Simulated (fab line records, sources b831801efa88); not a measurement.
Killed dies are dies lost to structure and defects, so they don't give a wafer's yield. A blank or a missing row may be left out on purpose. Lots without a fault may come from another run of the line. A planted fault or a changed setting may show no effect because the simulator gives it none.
A struck lot beside a sound one | flow sky130 | 18 steps out of a route of 708
Sound: wafers L289.1, L289.2, L289.3. Struck: wafers L295.1, L295.2, L295.4. The cause comes at the end.
At each step with rows: each side's tool, then ch and its chambers, then its first start. Under that, the readings that differ: sound wafers | struck wafers | difference of the means | sigmas: that difference in standard deviations of wafers without a fault.
alike: readings whose means differ by less than 2 such deviations, and words and numbers that are the same on both sides. not compared: withheld readings, readings that some wafer has no value for, bounds like >300 that may hide the same value, and numbers for which the record gives no deviation and whose values overlap.
The two part at a step that has a row with sigmas, a row that says differs or no value, or rows on one side only. Numbers that don't overlap but have no deviation are shown without sigmas and don't part them. A reading that every wafer of one side lacks parts them only if that side has two wafers or more.

first, 4 steps without rows for these wafers: SKY_PWDE_SOFTBAKE_03; SKY_PWDE_EXPOSE_04 (exposes mask PWDEM, target cd 840 nm); SKY_PWDE_PEB_05; SKY_PWDE_DEVELOP_06 (develop time 60 s).
SKY_PWDE_OVL_MEAS_07:
  sound on overlay-01, day 5 19:15; struck on overlay-02, day 6 16:02
  alike: PWDE_OVL
then, 1 step without rows for these wafers: SKY_PWDE_IMPLANT_08.
SKY_PWDE_STRIP_09: strips in O2/N2.
  sound on plasma_asher-04 ch 0,1, day 5 19:26; struck on plasma_asher-04 ch 0,1, day 6 16:13
  alike: drypump_motor_current_A, oes_product_au, strip_time_to_endpoint_s
  not compared: rf_hours_counter_h
SKY_PWDE_TW_MEAS_10:
  sound on film_metro-01, day 5 19:32; struck on film_metro-04, day 6 16:19
  alike: PWDE_TW
then, 4 steps without rows for these wafers: SKY_NWELL_DEHYDRATE_03 (time 60 s); SKY_NWELL_HMDS_04 (prime time 60 s); SKY_NWELL_COAT_05 (resist thk 3000 nm); SKY_NWELL_SOFTBAKE_06.
SKY_NWELL_EXPOSE_07: exposes mask NWM, target cd 840 nm.
  sound on iline_stepper-01 ch 0, day 6 04:43; struck on iline_stepper-02 ch 0, day 7 01:53
  reading                       | sound                | struck      | difference | sigmas
  model.NWELL.overlay_x_nm (nm) | 0.1326 0.1326 0.1326 | 225 225 225 | +225       |
  alike: mask
then, 2 steps without rows for these wafers: SKY_NWELL_PEB_08; SKY_NWELL_DEVELOP_09 (develop time 60 s).
SKY_NWELL_OVL_MEAS_10:
  sound on overlay-02, day 6 13:15; struck on overlay-01, day 7 11:24
  reading           | sound        | struck            | difference | sigmas
  NWELL_00_OVL (nm) | 1.3 -1.2 0.7 | 224.4 224.1 223.2 | +223.6     | +99 or more
then, 1 step without rows for these wafers: SKY_NWELL_IMPLANT_11.
-- the record jumps here: 42 days lie between the struck wafers' starts before and after (it left off in module NWELL and takes up again in module PAD_OPEN, whose first step shown is number 708 of the route) --
SKY_PAD_OPEN_PROBE_99:
  the record has rows for the struck wafers here (prober-02, day 49 01:55) and none for the sound ones

WHERE THEY PART
First at SKY_NWELL_OVL_MEAS_10; last, within this record, at SKY_PAD_OPEN_PROBE_99.

WHY: what the simulator had put in
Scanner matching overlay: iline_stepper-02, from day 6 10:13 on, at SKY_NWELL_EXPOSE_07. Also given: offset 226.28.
